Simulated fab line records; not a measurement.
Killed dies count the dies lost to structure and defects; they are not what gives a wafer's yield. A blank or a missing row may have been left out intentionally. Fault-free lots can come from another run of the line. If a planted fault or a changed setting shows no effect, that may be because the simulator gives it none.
One fault through the eyes of 2 desks + flow sky130 + each desk has only its own numbers; what lay behind them comes last

== FOR THE TOOL OWNER'S DESK: implanter-04 ==
For each lot that ran on this tool, the mean over its sampled wafers that have a number, from the tool's own readings at SKY_LDD_N_IMPLANT_11. A lot is out of limits, marked OUT, if its mean lies more than 4 standard deviations from the usual mean; the brackets give that distance.
Columns: A = beamEnergyKeV at SKY_LDD_N_IMPLANT_11, usual 19.999
| lot  | first seen here | A                        |
|------|-----------------|--------------------------|
| L364 | day 22 19:56    | 19.997                   |
| L365 | day 22 21:10    | 18.395 (-99 or more) OUT |
| L367 | day 23 01:41    | 18.395 (-99 or more) OUT |
This desk's verdict: out of limits on L365, L367, starting with L365 at day 22 21:10 (beamEnergyKeV at SKY_LDD_N_IMPLANT_11). In limits: L364.

== METROLOGY DESK ==
Lot by lot, what the gauges showed, no matter which tool ran the lot: averages of those sampled wafers that carry a number. A lot is out of limits, marked OUT, if its mean lies more than 4 standard deviations from the usual mean; the brackets give that distance.
Columns: A = cdNm at SKY_POLY_GATE_CD_MEAS_22, usual 150.1 nm; B = LDD_N_OVL at SKY_LDD_N_OVL_MEAS_07, usual -0.5 nm
| lot  | first seen here | A     | B    |
|------|-----------------|-------|------|
| L353 | day 16 04:05    | 146.5 | -0.9 |
| L364 | day 21 13:17    | 149.0 | -0.9 |
| L365 | day 21 13:29    | 151.2 | 1.6  |
| L367 | day 21 19:12    | 150.0 | 0.4  |
| L370 | day 22 23:36    | 150.7 | 1.8  |
| L375 | day 24 14:49    | 151.2 | -0.2 |
Finding of this desk: none of the 6 lots has anything out of limits.

== PUT TOGETHER ==
An alarm could have come from the tool owner's desk at day 22 21:10, on L365, L367.
Nothing out of limits was seen by the metrology desk.
The metrology desk holds a record of L365, L367, inside its limits.
The lots listed all ran SKY_LDD_N_IMPLANT_11 on implanter-04.

== WHAT WAS PUT IN BY THE SIMULATOR ==
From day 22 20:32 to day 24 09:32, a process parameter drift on implanter-04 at SKY_LDD_N_IMPLANT_11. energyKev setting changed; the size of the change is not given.
Shown lots that were struck: L365, L367.
How many hours passed from the start of the fault until each desk's first out-of-limits reading: the tool owner's desk, 1.
